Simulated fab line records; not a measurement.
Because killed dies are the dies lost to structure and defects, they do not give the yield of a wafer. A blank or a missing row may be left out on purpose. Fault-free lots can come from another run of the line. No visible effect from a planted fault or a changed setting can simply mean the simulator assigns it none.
A single fault, viewed from 2 desks | flow sfq_line | every desk sees just its own numbers, and what lay behind them comes last

## THE TOOL OWNER'S DESK: pvd_sputter-05
The tool's own readings at SFQ_TRILAYER_M2_DEP_SPUTTER_055 (material Nb, target thk 200 nm, time 133.3 s): means of the sampled wafers that have a number, for each lot that ran on this tool. The brackets show how far a lot's mean lies from the usual mean; more than 4 standard deviations puts the lot out of limits, marked OUT.
Columns: A = throttle_valve_pct at SFQ_TRILAYER_M2_DEP_SPUTTER_055, usual 30.5 %
lot  | first seen here | A
L115 | day 23 09:47    | 29.5
L118 | day 24 12:08    | 30.4
L119 | day 24 20:38    | 30.4
L123 | day 25 12:43    | 29.5
L126 | day 25 22:20    | 31.2
L129 | day 26 04:20    | 29.4
This desk's finding: nothing out of limits on any of the 6 lots.

## FROM THE METROLOGY DESK
Lot by lot, what the gauges showed, no matter which tool ran the lot: averages of those sampled wafers that carry a number. The brackets show how far a lot's mean lies from the usual mean; more than 4 standard deviations puts the lot out of limits, marked OUT.
Columns: A = I1_OVL at SFQ_I1_OVL_MEAS_913, usual 4 nm; B = M2_NB_RS at SFQ_M2_RS_MEAS_914, usual 0.898 ohm/sq
lot  | first seen here | A  | B
L115 | day 23 08:48    | 1  | 0.887
L116 | day 23 12:24    | 3  | 0.882
L117 | day 24 00:23    | 12 | 0.910
L118 | day 24 11:08    | 5  | 0.901
L119 | day 24 19:40    | 11 | 0.890
L120 | day 24 23:16    | 9  | 0.886
L123 | day 25 11:43    | -2 | 0.834 (-7.2) OUT
L124 | day 25 12:55    | -1 | 0.903
L126 | day 25 21:19    | -6 | 0.834 (-7.2) OUT
L128 | day 26 00:55    | -1 | 0.895
L129 | day 26 03:19    | 0  | 0.834 (-7.2) OUT
L130 | day 26 04:31    | 10 | 0.899
L133 | day 26 08:07    | -2 | 0.889
L134 | day 26 09:19    | 5  | 0.891
L136 | day 26 11:43    | 2  | 0.900
This desk's finding: out of limits on L123, L126, L129; first on L123, day 25 12:48 (M2_NB_RS at SFQ_M2_RS_MEAS_914). L115, L116, L117, L118, L119, L120, L124, L128, L130, L133, L134, L136: within limits.

## TAKEN TOGETHER
At day 25 12:48 the metrology desk could have sounded an alarm, on L123, L126, L129.
The desk of the tool owner found nothing out of limits.
The tool owner's desk has L123, L126, L129 on record, within its limits.
SFQ_TRILAYER_M2_DEP_SPUTTER_055 was run on pvd_sputter-05 by each of the lots named.

## WHAT THE SIMULATOR HAD PUT IN
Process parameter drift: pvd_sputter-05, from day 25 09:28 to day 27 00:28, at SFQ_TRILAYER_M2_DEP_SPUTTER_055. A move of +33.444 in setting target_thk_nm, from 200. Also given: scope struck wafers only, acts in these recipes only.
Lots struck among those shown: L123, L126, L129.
Hours from the fault's start to each desk's first reading out of limits: the metrology desk, 3.
